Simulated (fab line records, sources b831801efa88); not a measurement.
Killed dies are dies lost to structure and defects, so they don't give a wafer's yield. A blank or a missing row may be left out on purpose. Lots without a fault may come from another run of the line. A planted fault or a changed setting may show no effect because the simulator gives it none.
Chamber matching | flow gf180mcu | GF_V3_CMP_04 on cmp-02: 4 sister chambers
The step polishes SiO2. 16 wafers are shown with their chamber, then 8 later ones without.

WAFERS WITH THEIR CHAMBER
wafer  | chamber | motor_current_A (A) | time_to_endpoint_s (s)
L075.4 | 3       | 10.4                | 78
L075.5 | 1       | 11.1                | 77
L075.6 | 2       | 13.2                | 79
L078.1 | 1       | 12.3                | 76
L078.4 | 2       | 12.9                | 74
L078.5 | 1       | 10.8                | 80
L079.2 | 1       | 10.9                | 77
L079.4 | 3       | 11.1                | 83
L079.6 | 1       | 10.7                | 81
L080.1 | 1       | 10.7                | 72
L080.4 | 2       | 12.3                | 81
L080.6 | 1       | 11.2                | 82
L082.2 | 1       | 10.8                | 77
L082.5 | 3       | 10.7                | 83
L082.6 | 0       | 13.6                | 80
L084.1 | 1       | 11.4                | 79

SIGNATURES (means of the wafers above)
reading            | chamber 0 | chamber 1 | chamber 2 | chamber 3 | scatter within a chamber
motor_current_A    | 13.600    | 11.100    | 12.800    | 10.733    | 0.478
time_to_endpoint_s | 80.00     | 77.89     | 78.00     | 81.33     | 3.1
Rule: a wafer's distance from a chamber is the root of the sum, over the readings, of the square of ((its reading less the chamber's mean) divided by the reading's scatter). The wafer belongs to the nearest chamber; if the next one is less than 2 further off, it can't be placed. The scatter: the root of (the sum of the squares of (reading less its chamber's mean) over the shown wafers, divided by (wafers less chambers)).

WAFERS WITHOUT THEIR CHAMBER
wafer  | motor_current_A (A) | time_to_endpoint_s (s)
L084.3 | 13.2                | 77
L084.5 | 13.1                | 82
L085.3 | 13.7                | 74
L085.5 | 11.0                | 79
L085.6 | 13.9                | 80
L093.3 | 12.5                | 75
L093.5 | 14.4                | 81
L093.6 | 10.8                | 78

WHICH CHAMBER EACH WENT THROUGH
wafer  | from the rows above          | in truth
L084.3 | can't be placed: 2 or 0      | 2
L084.5 | can't be placed: 0 or 2      | 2
L085.3 | can't be placed: 0 or 2      | 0
L085.5 | can't be placed: 1 or 3      | 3
L085.6 | can't be placed: 0 or 2      | 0
L093.3 | can't be placed: 2 or 0 or 1 | 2
L093.5 | can't be placed: 0 or 2      | 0
L093.6 | can't be placed: 1 or 3      | 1
Placed correctly: 0 of 8. Can't be placed from these rows: 8 (the true chamber is among the candidates in 8). Placed wrongly: 0.
